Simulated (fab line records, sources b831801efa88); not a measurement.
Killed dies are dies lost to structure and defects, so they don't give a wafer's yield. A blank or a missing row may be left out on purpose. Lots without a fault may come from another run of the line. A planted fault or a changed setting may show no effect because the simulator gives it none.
Which tool did it? | flow gf180mcu | 13 lots, 39 wafers sampled, at 1 step of a route of 602

WHAT THE GAUGES READ, wafer by wafer
GF_VT_IMPLANT_TW_MEAS_32.
lot  | measured     | on            | VT_IMPLANT_3_TW
L304 | day 6 21:04  | film_metro-04 | 266.6 266.9 266.1
L306 | day 7 14:28  | film_metro-01 | 271.2 268.8 270.4
L307 | day 7 18:12  | film_metro-04 | 266.2 265.8 267.0
L308 | day 8 00:29  | film_metro-04 | 266.4 266.4 266.9
L309 | day 8 06:04  | film_metro-01 | 270.7 269.1 270.3
L310 | day 8 11:50  | film_metro-01 | 269.8 270.8 268.4
L312 | day 9 02:00  | film_metro-03 | 268.7 269.5 268.4
L313 | day 9 08:31  | film_metro-03 | 269.1 269.4 269.1
L315 | day 9 21:56  | film_metro-01 | 271.0 272.0 272.1
L316 | day 10 07:16 | film_metro-01 | 271.2 271.3 270.5
L317 | day 10 13:50 | film_metro-04 | 263.6 262.9 262.6
L318 | day 10 19:29 | film_metro-04 | 262.1 262.8 262.9
L325 | day 12 13:44 | film_metro-03 | 269.0 268.6 269.6

WHICH TOOL RAN EACH LOT (tool, then ch and the chambers of the sampled wafers, then the start)
The record holds no process step before these readings.

WHAT THE TOOLS THEMSELVES READ (means of the sampled wafers that have a number; where no wafer has one, the mark that the record gives instead)
The record holds no such reading with a usual standard deviation.

THE ANSWER, worked out from the rows above alone
Rule: what is usual is taken from the lots themselves. Put in order of their means at a reading, lots are off if they are a third of the lots or fewer, leave a main group of 4 or more, and stand apart from it by a gap of 3 or more times the standard deviation of the main group's means; of several such gaps the widest counts. A main group whose means are all the same, to the digits that the tables above print for the reading, isn't used. A lot without any number at a reading at which 4 lots or more have one is off too. The other lots that the step has rows for count as sound. The gauges are gone through in route order, then the tools' own readings, and for those a lot's mean is taken as printed above. The first step at which some lot is off is used, and at that step the reading that is off furthest; a lot without a number counts as furthest.
No lot is off at any reading shown: from this, nothing can be told.

WHAT THE SIMULATOR HAD PUT IN
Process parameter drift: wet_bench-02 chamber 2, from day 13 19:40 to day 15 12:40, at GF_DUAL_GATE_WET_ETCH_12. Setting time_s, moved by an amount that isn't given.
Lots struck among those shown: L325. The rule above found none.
